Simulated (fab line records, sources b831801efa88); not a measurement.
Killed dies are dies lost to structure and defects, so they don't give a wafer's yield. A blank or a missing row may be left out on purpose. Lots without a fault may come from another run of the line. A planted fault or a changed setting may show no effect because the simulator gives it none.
fab line records | flow sky130
record lots=15 wafers=42 last_day=50
route steps=708 shown VT_ADJUST_NCORE@129 GATE_OXIDE@201 POLY_CUT@316 CONTACT@408
lots that met no fault: from a run of the same line without faults
start_h: hours from the record's first day to the start of the lot's first wafer shown | wait_h: hours since the lot's step before | " the same as in the row above | L1.1+2: a row that stands for several wafers | - no value, or no start given | * or withheld: withheld | < > ~ a bound
route shown NAME@n: a module of which the file shows steps, and the number in the route of the first | usual: mean/standard deviation of fault-free wafers | same: alike in all rows | chamber/n: place in a boat | sites: the reading at each site | _std_site: their standard deviation | _edge_site: outer sites' mean less inner sites' | radius_mm: how far each site lies from the wafer's centre | mask NAME#n: copy n | behind: the tool/chamber that last shaped the wafer | hold: why the lot was held/for how many hours/how that ended | device: the transistor (n, p or np) that didn't switch | end of line: the same wafers' tests at the end of the route | a step without rows: its recipe alone | killed: dies lost to structure and defects at the first sort, not the wafer's yield | map: a wafer's dies, x killed, . not, _ none there
set.NAME: the setting as run; set.NAME@STEP: as run at that earlier step | model.NAME: the simulator's own value behind a step, which no gauge read
steps of the route over a sample of lots; a table a step, a row a wafer
services: from which hour (start_h, from the record's first day; less than 0 if before it) a tool's chamber was out of use, for how many hours, and why
## steps
# step SKY_VT_ADJUST_NCORE_STRIP_10
# recipe chemistry=O2/N2 power_w=1400 pressure_mtorr=1500 platen_temp_c=withheld o2_flow_sccm=3000 n2_flow_sccm=300 overash_fraction=0.5
# usual chamber_pressure_mTorr=1500.0/1.2 drypump_motor_current_A=5.8/0.42 oes_product_au=0.716/0.0046 strip_time_to_endpoint_s=14.16/0.041
# same overash_fraction=0.5
# columns lot.wafer tool chamber start_h wait_h chamber_pressure_mTorr drypump_motor_current_A oes_product_au rf_hours_counter_h strip_time_to_endpoint_s
L397.1 plasma_asher-03 0 183.36 0.1 1499.8 6.0 0.717 49 14.18
L397.5 " 1 " " 1499.6 5.6 0.709 - 14.16
L397.6 " 0 " " 1499.9 6.0 0.716 - 14.15
L398.3 plasma_asher-02 0 191.55 0.1 1502.0 5.4 0.714 - 14.17
L398.4 " 1 " " 1498.4 5.5 0.716 - 14.17
L398.5 " 1 " " 1500.1 5.5 0.712 - 14.18
L399.1 plasma_asher-04 0 197.34 0.1 1500.2 6.6 0.712 8 14.09
L399.3 " 0 " " 1499.3 6.6 0.717 - 14.15
L399.6 " 0 " " 1500.7 6.6 0.708 - 14.15
L400.1 plasma_asher-03 0 205.65 0.1 1497.7 6.1 0.713 51 14.22
L400.4 " 0 " " 1499.9 6.0 0.713 - 14.22
L400.6 " 0 " " 1500.0 6.0 0.716 - 14.24
L401.1 plasma_asher-02 1 210.50 0.1 1500.4 5.5 0.720 51 14.17
L401.2 " 0 " " 1498.4 5.4 0.719 51 14.17
L401.3 " 0 " " 1500.3 5.4 0.715 - 14.18
L403.1 plasma_asher-02 1 247.20 0.1 1500.5 5.5 0.720 55 14.14
L403.3 " 1 " " 1500.5 5.5 0.718 - 14.10
L403.5 " 0 " " 1499.5 5.3 0.714 - 14.17
L405.1 plasma_asher-03 0 256.60 0.1 1497.6 6.0 0.719 56 14.18
L405.5 " 1 " " 1501.1 5.6 0.718 - 14.10
L405.6 " 0 " " 1501.5 6.0 0.716 - 14.11
L404.3 plasma_asher-04 0 257.00 0.1 1498.9 6.6 0.716 - 14.17
L404.4 " 1 " " 1501.0 5.4 0.720 - 14.18
L404.5 " 1 " " 1499.5 5.4 0.713 - 14.20
L406.1 plasma_asher-03 0 260.54 0.1 1500.4 6.0 0.711 56 14.12
L406.2 " 1 " " 1499.2 5.6 0.720 56 14.17
L406.6 " 0 " " 1499.0 6.0 0.714 - 14.17
L407.1 plasma_asher-02 1 266.65 0.1 1499.6 5.5 0.723 57 14.10
L407.3 " 0 " " 1500.5 5.3 0.717 - 14.16
L407.5 " 1 " " 1500.9 5.5 0.709 - 14.18
L408.1 plasma_asher-02 0 269.91 0.1 1502.4 5.4 0.719 57 14.12
L408.2 " 1 " " 1500.9 5.4 0.719 57 14.15
L408.6 " 0 " " 1498.7 5.4 0.715 - 14.13
L410.2 plasma_asher-03 0 285.06 0.1 1500.4 6.0 0.715 59 14.13
L410.4 " 1 " " 1500.2 5.6 0.721 - 14.11
L411.4 plasma_asher-04 0 316.72 0.1 1501.0 6.6 0.718 - 14.20
L411.5 " 1 " " 1498.9 5.4 0.711 - 14.18
L414.4 plasma_asher-03 0 319.00 0.1 1501.6 6.0 0.718 - 14.13
L414.5 " 0 " " 1499.3 6.0 0.717 - 14.07
L418.3 plasma_asher-04 1 338.73 0.1 1498.1 5.4 0.715 - 14.24
L418.4 " 0 " " 1499.9 6.6 0.716 - 14.20
L418.5 " 1 " " 1500.7 5.4 0.712 - 14.25
# step SKY_GATE_OXIDE_TW_MEAS_14
# usual GATE_OXIDE_TW=225.5/1.4
# columns lot.wafer tool chamber start_h wait_h GATE_OXIDE_TW
L397.1 film_metro-03 - 318.27 0.1 225.2
L397.5 " - " " 224.4
L397.6 " - " " 225.3
L398.3 film_metro-03 - 319.75 0.2 226.3
L398.4 " - " " 225.1
L398.5 " - " " 225.3
L400.1 film_metro-02 - 348.31 0.1 223.7
L400.4 " - " " 223.2
L400.6 " - " " 223.2
L399.1 film_metro-04 - 348.44 0.1 227.9
L399.3 " - " " 228.7
L399.6 " - " " 227.1
L401.1 film_metro-04 - 348.74 0.1 227.5
L401.2 " - " " 227.7
L401.3 " - " " 226.9
L403.1 film_metro-04 - 383.19 0.1 227.2
L403.3 " - " " 226.8
L403.5 " - " " 227.0
L405.1 film_metro-02 - 401.47 0.1 224.5
L405.5 " - " " 223.5
L405.6 " - " " 222.6
L404.3 film_metro-04 - 405.49 0.1 225.3
L404.4 " - " " 224.4
L404.5 " - " " 226.2
L406.1 film_metro-03 - 405.56 0.1 224.8
L406.2 " - " " 225.2
L406.6 " - " " 226.7
L407.1 film_metro-04 - 410.24 0.1 225.2
L407.3 " - " " 225.1
L407.5 " - " " 225.4
L408.1 film_metro-03 - 411.44 0.1 226.5
L408.2 " - " " 227.1
L408.6 " - " " 225.9
L410.2 film_metro-04 - 435.91 0.1 224.9
L410.4 " - " " 226.1
L411.4 film_metro-04 - 449.36 0.1 226.5
L411.5 " - " " 224.6
L414.4 film_metro-04 - 464.25 0.1 225.0
L414.5 " - " " 224.7
L418.3 film_metro-02 - 497.24 0.1 223.9
L418.4 " - " " 223.1
L418.5 " - " " 224.0
# step SKY_POLY_CUT_OVL_MEAS_09
# usual POLY_CUT_OVL=2/4.6
# columns lot.wafer tool chamber start_h wait_h POLY_CUT_OVL[nm]
L397.1 overlay-02 - 569.90 0.1 3
L397.5 " - " " 6
L397.6 " - " " 4
L398.3 overlay-02 - 572.05 0.1 -6
L398.4 " - " " -4
L398.5 " - " " -4
L401.1 overlay-02 - 600.47 0.1 -1
L401.2 " - " " -6
L401.3 " - " " -3
L399.1 overlay-01 - 601.42 0.1 6
L399.3 " - " " 11
L399.6 " - " " 3
L400.1 overlay-02 - 601.54 0.1 -4
L400.4 " - " " -11
L400.6 " - " " 1
L403.1 overlay-02 - 633.79 0.1 4
L403.3 " - " " -2
L403.5 " - " " -1
L405.1 overlay-01 - 655.05 0.1 3
L405.5 " - " " 2
L405.6 " - " " 0
L404.3 overlay-01 - 658.13 0.1 9
L404.4 " - " " 2
L404.5 " - " " 8
L407.1 overlay-01 - 660.34 0.1 -1
L407.3 " - " " -4
L407.5 " - " " 1
L406.1 overlay-02 - 661.40 0.1 8
L406.2 " - " " 6
L406.6 " - " " 12
L408.1 overlay-01 - 662.37 0.1 3
L408.2 " - " " 7
L408.6 " - " " 2
L410.2 overlay-01 - 685.20 0.1 6
L410.4 " - " " 2
L411.4 overlay-01 - 693.71 0.1 0
L411.5 " - " " -6
L414.4 overlay-02 - 712.14 0.1 -3
L414.5 " - " " 7
L418.3 overlay-01 - 741.59 0.1 1
L418.4 " - " " 0
L418.5 " - " " 10
# step SKY_CONTACT_HDPCVD_02
# recipe material=SiO2 target_thk_nm=565 sigma_open_frac=0.3 time_s=94.2 temp_c=600 sih4_flow_sccm=60 pressure_mtorr=6
# columns lot.wafer tool chamber start_h wait_h
L397.1+5+6 hdpcvd-01 0,0,2 718.16 0.1
L398.3+4+5 hdpcvd-02 0,2,0 720.04 0.0
L401.1+2+3 hdpcvd-02 2,0,1 746.64 0.1
L399.1+3+6 hdpcvd-01 1,2,2 748.05 0.1
L400.1+4+6 hdpcvd-01 1,1,2 748.56 0.1
L403.1+3+5 hdpcvd-01 1,2,2 779.94 0.1
L405.1+5+6 hdpcvd-01 2,2,1 796.85 0.1
L404.3+4+5 hdpcvd-01 0,1,2 800.12 0.0
L407.1+3+5 hdpcvd-02 2,0,2 802.77 0.1
L406.1+2+6 hdpcvd-02 1,0,1 807.05 0.1
L408.1+2+6 hdpcvd-01 2,1,0 807.77 0.1
L410.2+4 hdpcvd-02 2,0 825.23 0.0
L411.4+5 hdpcvd-02 0,1 835.23 0.1
L414.4+5 hdpcvd-02 2,0 849.80 0.1
L418.3+4+5 hdpcvd-01 0,2,1 881.58 0.0
# step SKY_CONTACT_THK_MEAS_03
# recipe reads=SiO2_of_CONTACT_HDPCVD_02
# usual CONTACT_HDPCVD_THK=565/9
# columns lot.wafer tool chamber start_h wait_h hold CONTACT_HDPCVD_THK[nm]
L397.1 film_metro-04 - 718.22 0.0 - 570
L397.5 " - " " - 568
L397.6 " - " " - 554
L398.3 film_metro-01 - 720.13 0.1 - 556
L398.4 " - " " - 576
L398.5 " - " " - 552
L401.1 film_metro-01 - 746.71 0.0 - 571
L401.2 " - " " - 550
L401.3 " - " " - 556
L399.1 film_metro-03 - 748.12 0.0 - 566
L399.3 " - " " - 557
L399.6 " - " " - 558
L400.1 film_metro-01 - 748.78 0.2 - 565
L400.4 " - " " - 565
L400.6 " - " " - 551
L403.1 film_metro-04 - 780.01 0.0 - 568
L403.3 " - " " - 558
L403.5 " - " " - 552
L405.1 film_metro-01 - 796.92 0.0 - 548
L405.5 " - " " - 549
L405.6 " - " " - 559
L404.3 film_metro-04 - 800.21 0.1 - 565
L404.4 " - " " - 567
L404.5 " - " " - 554
L407.1 film_metro-04 - 802.84 0.0 - 581
L407.3 " - " " - 567
L407.5 " - " " - 583
L406.1 film_metro-01 - 807.12 0.0 - 558
L406.2 " - " " - 558
L406.6 " - " " - 566
L408.1 film_metro-01 - 807.84 0.0 - 546
L408.2 " - " " - 563
L408.6 " - " " - 571
L410.2 film_metro-01 - 825.31 0.0 await_dispo/0.2h/release 572
L410.4 " - " " await_dispo/0.2h/release 248
L410.2 film_metro-01 - 825.54 0.2 - 572
L410.4 " - " " - 249
L411.4 film_metro-04 - 835.30 0.0 await_dispo/0.2h/release 239
L411.5 " - " " await_dispo/0.2h/release 562
L411.4 film_metro-04 - 835.52 0.2 - 239
L411.5 " - " " - 563
L414.4 film_metro-01 - 849.86 0.0 await_dispo/0.2h/release 267
L414.5 " - " " await_dispo/0.2h/release 553
L414.4 film_metro-01 - 850.09 0.2 - 267
L414.5 " - " " - 553
L418.3 film_metro-04 - 881.67 0.1 - 570
L418.4 " - " " - 556
L418.5 " - " " - 561
# step SKY_CONTACT_CMP_04
# recipe material=SiO2 down_force_psi=4 platen_rpm=60 pad_velocity_m_s=0.94248
# usual motor_current_A=11.8/1.3 time_to_endpoint_s=82/5.7
# columns lot.wafer tool chamber start_h wait_h hold motor_current_A time_to_endpoint_s
L397.1 cmp-02 2 718.28 0.1 - 12.5 83
L397.5 " 2 " " - 13.5 81
L397.6 " 3 " " - 11.0 81
L398.4 cmp-02 2 720.17 0.0 - 12.9 83
L398.3 " 1 " " - 10.1 77
L398.5 " 3 " " - 11.1 84
L401.3 cmp-01 3 747.04 0.3 - 14.3 71
L401.1 " 0 " " - 10.8 76
L401.2 " 1 " " - 12.8 80
L399.1 cmp-02 3 748.46 0.3 - 11.5 83
L399.3 " 1 " " - 9.4 78
L399.6 " 0 " " - 11.4 87
L400.4 cmp-02 0 749.36 0.5 - 11.6 90
L400.1 " 2 " " - 12.9 78
L400.6 " 0 " " - 11.5 85
L403.1 cmp-01 0 780.07 0.1 - 11.1 76
L403.3 " 1 " " - 11.9 82
L403.5 " 0 " " - 10.3 70
L405.1 cmp-02 0 797.13 0.2 - 11.8 83
L405.5 " 1 " " - 9.0 73
L405.6 " 2 " " - 13.0 78
L404.3 cmp-01 2 800.25 0.0 - 12.5 83
L404.4 " 1 " " - 11.8 87
L404.5 " 3 " " - 13.9 75
L407.3 cmp-02 3 803.17 0.3 - 11.2 83
L407.1 " 2 " " - 12.3 86
L407.5 " 3 " " - 11.3 92
L406.2 cmp-02 0 807.18 0.0 - 11.4 88
L406.1 " 2 " " - 12.4 79
L406.6 " 0 " " - 11.8 89
L408.1 cmp-02 0 808.68 0.8 - 11.7 83
L408.2 " 3 " " - 11.3 80
L408.6 " 1 " " - 9.3 76
L410.4 cmp-01 2 826.40 0.8 await_dispo/0.8h/release 12.3 46
L410.2 " 3 " " await_dispo/0.8h/release 13.8 85
L411.4 cmp-01 2 838.55 3.0 await_dispo/2.9h/release 12.9 42
L411.5 " 1 " " await_dispo/2.9h/release 12.1 86
L414.4 cmp-01 3 855.33 5.2 await_dispo/5.0h/release 13.6 43
L414.5 " 1 " " await_dispo/5.0h/release 11.7 82
L418.3 cmp-01 2 881.76 0.1 - 12.4 81
L418.4 " 3 " " - 13.0 73
L418.5 " 2 " " - 13.2 79
# step SKY_CONTACT_ETCH_17
# recipe target=SiO2 chemistry=C4F8/O2/Ar stop_on=Si3N4 mask_material=KrF-thick source_w=1500 bias_w=1200 pressure_mtorr=40 c4f8_flow_sccm=withheld O2_flow_sccm=6 Ar_flow_sccm=300 time_s=withheld target_depth_a=3400
# usual chamber_pressure_mTorr=40.01/0.033 oes_product_au=0.891/0.0052
# columns lot.wafer tool chamber start_h wait_h chamber_pressure_mTorr oes_product_au
L397.1 rie_diel-03 0 746.82 0.0 39.94 0.889
L397.5 " 2 " " 40.04 0.895
L397.6 " 1 " " 39.93 0.893
L398.3 rie_diel-01 0 748.64 0.0 40.01 0.889
L398.4 " 1 " " 40.04 0.889
L398.5 " 2 " " 40.02 0.896
L401.1 rie_diel-03 0 775.17 0.0 40.04 0.889
L401.2 " 3 " " 39.97 0.891
L401.3 " 2 " " 40.00 0.896
L399.1 rie_diel-02 3 776.32 0.0 39.99 0.899
L399.3 " 1 " " 40.00 0.888
L399.6 " 3 " " 39.96 0.893
L400.1 rie_diel-03 2 777.45 0.0 40.05 0.897
L400.4 " 0 " " 40.03 0.898
L400.6 " 1 " " 40.04 0.885
L403.1 rie_diel-01 0 807.72 0.0 40.06 0.890
L403.3 " 1 " " 39.99 0.890
L403.5 " 0 " " 39.99 0.886
L405.1 rie_diel-03 2 823.57 0.0 39.97 0.896
L405.5 " 1 " " 39.99 0.894
L405.6 " 2 " " 39.99 0.889
L404.3 rie_diel-03 3 826.42 0.0 40.06 0.899
L404.4 " 0 " " 40.00 0.900
L404.5 " 2 " " 40.05 0.885
L407.1 rie_diel-01 1 830.19 0.0 40.01 0.888
L407.3 " 2 " " 40.00 0.894
L407.5 " 2 " " 40.02 0.889
L406.1 rie_diel-01 2 834.12 0.0 40.06 0.892
L406.2 " 3 " " 40.00 0.898
L406.6 " 0 " " 40.03 0.903
L408.1 rie_diel-03 3 835.25 0.0 39.97 0.902
L408.2 " 1 " " 39.96 0.893
L408.6 " 1 " " 39.99 0.887
L410.2 rie_diel-02 0 852.82 0.0 39.98 0.879
L410.4 " 2 " " 40.03 0.749
L411.4 rie_diel-01 0 862.27 0.0 40.00 0.736
L411.5 " 0 " " 40.05 0.890
L414.4 rie_diel-03 0 876.20 0.0 40.00 0.778
L414.5 " 3 " " 39.96 0.886
L418.3 rie_diel-01 1 907.76 0.0 40.02 0.894
L418.4 " 3 " " 40.03 0.887
L418.5 " 2 " " 40.00 0.893
## services
# columns tool chamber start_h hours kind
rie_diel-03 3 174.79 10.3 repair
rie_diel-03 2 190.27 5.9 repair
cmp-02 - 194.46 6.2 repair
cmp-02 - 213.78 2.6 repair
cmp-02 - 231.54 5.3 pm
rie_diel-03 3 233.83 5.8 repair
hdpcvd-01 1 257.14 3.4 repair
cmp-02 - 257.56 0.2 repair
cmp-02 - 404.16 4.0 pm
cmp-02 - 414.72 11.1 pm
cmp-02 - 454.38 2.6 repair
cmp-02 - 467.49 2.8 repair
hdpcvd-01 - 490.17 2.8 pm
hdpcvd-01 2 586.61 1.9 repair
cmp-02 - 600.72 4.6 pm
hdpcvd-01 1 616.54 3.5 repair
hdpcvd-01 - 650.75 15.0 pm
cmp-02 - 705.36 5.2 pm
cmp-02 - 722.75 2.5 repair
hdpcvd-01 - 744.09 1.2 repair
cmp-02 - 744.16 4.0 pm
cmp-02 - 819.59 3.8 repair
hdpcvd-01 2 821.22 9.7 repair
hdpcvd-01 - 906.53 0.3 repair
## key
first_sign step=SKY_CONTACT_THK_MEAS_03 reading=visit direction=added
effect step=SKY_CONTACT_THK_MEAS_03 reading=CONTACT_HDPCVD_THK direction=down sigmas=35 usual=565 struck=252
effect step=SKY_CONTACT_CMP_04 reading=time_to_endpoint_s direction=down sigmas=6.7 usual=* struck=*
effect step=SKY_CONTACT_ETCH_17 reading=oes_product_au direction=down sigmas=26 usual=0.891 struck=0.754
met_at SKY_CONTACT_HDPCVD_02
struck_lots L410,L411,L414
struck_wafers L410.4,L411.4,L414.4
sort_left_out L410.4,L411.4,L414.4
tester_left_out L410,L411,L414
not_acting_at SKY_VT_ADJUST_NCORE_STRIP_10,SKY_GATE_OXIDE_TW_MEAS_14,SKY_POLY_CUT_OVL_MEAS_09
onset_between 807.05 825.23
fault kind=process_parameter_drift tool=hdpcvd-02 chamber=- onset_h=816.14 steps=SKY_CONTACT_HDPCVD_02 channel=target_thk_nm offset=-313.52 shape=step end_h=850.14 scope=struck_wafers_only acts_in=these_recipes_only stated=565
# tester_left_out: of these lots the tester's yield and bins aren't shown, on N5 and GAA mostly nor the transistor test; their killed dies are dies lost to structure and defects alone, not to doping, threshold or leakage, so they don't give the yield
# sort_left_out: the simulated sort isn't trusted on such a fault, so these wafers' sort isn't shown, and their yield isn't known
